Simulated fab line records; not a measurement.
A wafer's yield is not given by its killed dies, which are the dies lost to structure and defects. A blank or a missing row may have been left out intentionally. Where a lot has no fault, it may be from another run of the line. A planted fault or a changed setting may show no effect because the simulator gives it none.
What tool caused it? -- flow sky130 -- 30 wafers from 10 lots sampled at 4 of the route's 708 steps

## WHAT THE GAUGES READ, wafer by wafer
SKY_SD_N_TW_MEAS_12.
lot,measured,on,SD_N_TW
L564,day 28 18:52,film metro-03,4012 4026 4005
L565,day 28 20:59,film metro-04,3397 3400 3411
L563,day 28 22:50,film metro-04,3392 3394 3392
L577,day 32 17:02,film metro-01,4024 4035 4034
L578,day 32 20:38,film metro-01,4050 4030 4044
L579,day 33 07:34,film metro-04,4001 4020 4014
L580,day 33 16:17,film metro-03,4093 4066 4060
L581,day 33 20:30,film metro-01,4045 4045 4038
L582,day 34 16:32,film metro-01,4002 4025 3989
L583,day 35 06:50,film metro-03,4016 4021 4031

## WHAT TOOL EACH LOT RAN ON (gives the tool, then ch and the chambers of the sampled wafers, and finally the start)
lot,SKY_SD_P_STRIP_10,SKY_SD_N_IMPLANT_09,SKY_SD_N_STRIP_11
L564,"plasma asher-04 ch 0,1, day 26 08:31","implanter-03 ch 0, day 28 18:29","plasma asher-02 ch 0,1, day 28 18:46"
L565,"plasma asher-04 ch 0,1, day 26 11:59","implanter-03 ch 0, day 28 20:35","plasma asher-03 ch 1, day 28 20:53"
L563,"plasma asher-04 ch 0,1, day 26 12:53","implanter-03 ch 0, day 28 22:26","plasma asher-01 ch 0,1, day 28 22:44"
L577,"plasma asher-04 ch 0,1, day 30 10:44","implanter-01 ch 0, day 32 16:38","plasma asher-01 ch 0,1, day 32 16:56"
L578,"plasma asher-02 ch 0,1, day 30 14:53","implanter-03 ch 0, day 32 20:14","plasma asher-03 ch 0,1, day 32 20:32"
L579,"plasma asher-02 ch 0,1, day 31 01:31","implanter-02 ch 0, day 33 07:11","plasma asher-02 ch 0,1, day 33 07:28"
L580,"plasma asher-04 ch 0,1, day 31 10:05","implanter-01 ch 0, day 33 15:53","plasma asher-01 ch 1, day 33 16:11"
L581,"plasma asher-04 ch 0,1, day 31 13:56","implanter-01 ch 0, day 33 20:07","plasma asher-03 ch 0,1, day 33 20:23"
L582,"plasma asher-01 ch 0,1, day 32 10:14","implanter-01 ch 0, day 34 16:08","plasma asher-03 ch 0,1, day 34 16:26"
L583,"plasma asher-04 ch 0, day 33 02:29","implanter-01 ch 0, day 35 06:26","plasma asher-01 ch 0,1, day 35 06:44"
- SKY_SD_P_STRIP_10: strips in O2/N2.
- SKY_SD_N_IMPLANT_09
- SKY_SD_N_STRIP_11: strips in O2/N2.

## THE ANSWER, worked out from the rows above alone
Rule: the usual values come from the lots themselves. Put in order of their means at a reading, lots are off if they are a third of the lots or fewer, leave a main group of 4 or more, and stand apart from it by a gap of 3 or more times the standard deviation of the main group's means; of several such gaps the widest counts. If all means in a main group match to the digits the tables above print for the reading, that group is not used. A lot without any number at a reading at which 4 lots or more have one is off too. The other lots that the step has rows for count as sound.
Off: L565, L563, at SKY_SD_N_TW_MEAS_12 (SD_N_TW). Main group: mean 4030, sd 21.
A tool fits if, at a process step before that reading, it ran every lot that is off, and no sound lot after the first of them. Those tools and the gauges at SKY_SD_N_TW_MEAS_12 are tried in the same way. Not one of the candidates tried fits.

## WHAT HAD BEEN PUT IN BY THE SIMULATOR
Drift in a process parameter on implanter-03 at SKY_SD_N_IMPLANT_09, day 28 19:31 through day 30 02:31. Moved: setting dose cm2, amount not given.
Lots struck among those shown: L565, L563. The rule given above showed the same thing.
